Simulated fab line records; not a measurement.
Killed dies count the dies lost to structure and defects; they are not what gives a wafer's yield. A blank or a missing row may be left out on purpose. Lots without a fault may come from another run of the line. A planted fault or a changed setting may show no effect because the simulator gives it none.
One fault seen from 2 desks / flow sky130 / each desk has only its own numbers; what lay behind them comes last

## METROLOGY DESK
Means of the sampled wafers that have a number, per lot and without regard to the tool the lot ran on: this is what the gauges read. If a lot's mean is further than 4 standard deviations from the usual mean, the lot is out of limits and carries the mark OUT (the distance appears in the brackets).
Columns: A = VIA2_W_RS at SKY_VIA2_RS_MEAS_22, usual 0.274 ohm/sq
lot=L765; first seen here=day 36 01:20; A=0.279
lot=L768; first seen here=day 37 07:39; A=0.271
lot=L766; first seen here=day 37 08:59; A=0.272
lot=L767; first seen here=day 37 09:50; A=0.272
lot=L769; first seen here=day 37 19:52; A=0.279
lot=L770; first seen here=day 37 20:52; A=0.277
lot=L771; first seen here=day 38 05:40; A=0.276
lot=L772; first seen here=day 38 07:59; A=0.272
lot=L778; first seen here=day 41 21:14; A=0.280
lot=L781; first seen here=day 41 21:59; A=0.271
lot=L783; first seen here=day 41 23:10; A=0.272
lot=L780; first seen here=day 41 23:44; A=0.269
lot=L784; first seen here=day 42 02:28; A=0.272
lot=L785; first seen here=day 42 10:50; A=0.275
lot=L787; first seen here=day 43 13:28; A=0.275
Finding of this desk: none of the 15 lots has anything out of limits.

## AT THE TOOL OWNER'S DESK: iline-stepper-01
The tool's own readings at SKY_CAPM_EXPOSE_09 (exposes mask CAPM, target cd 1000 nm): means of the sampled wafers that have a number, for each lot that ran on this tool. If a lot's mean is further than 4 standard deviations from the usual mean, the lot is out of limits and carries the mark OUT (the distance appears in the brackets).
Columns: A = exposure-dose-mJ-cm2 at SKY_CAPM_EXPOSE_09, usual 159.02; B = focus-offset-nm at SKY_CAPM_EXPOSE_09, usual 0.0 nm
lot=L768; first seen here=day 37 21:02; A=158.95; B=-0.1
lot=L766; first seen here=day 37 21:40; A=159.02; B=0.4
lot=L783; first seen here=day 42 11:55; A=158.74; B=-0.5
lot=L784; first seen here=day 42 15:51; A=159.06; B=0.9
lot=L787; first seen here=day 44 01:04; A=158.81; B=0.1
Finding of this desk: none of the 5 lots has anything out of limits.

## TAKEN TOGETHER
At the metrology desk, nothing out of limits was observed.
The desk of the tool owner found nothing out of limits.

## WHAT THE SIMULATOR HAD INSERTED
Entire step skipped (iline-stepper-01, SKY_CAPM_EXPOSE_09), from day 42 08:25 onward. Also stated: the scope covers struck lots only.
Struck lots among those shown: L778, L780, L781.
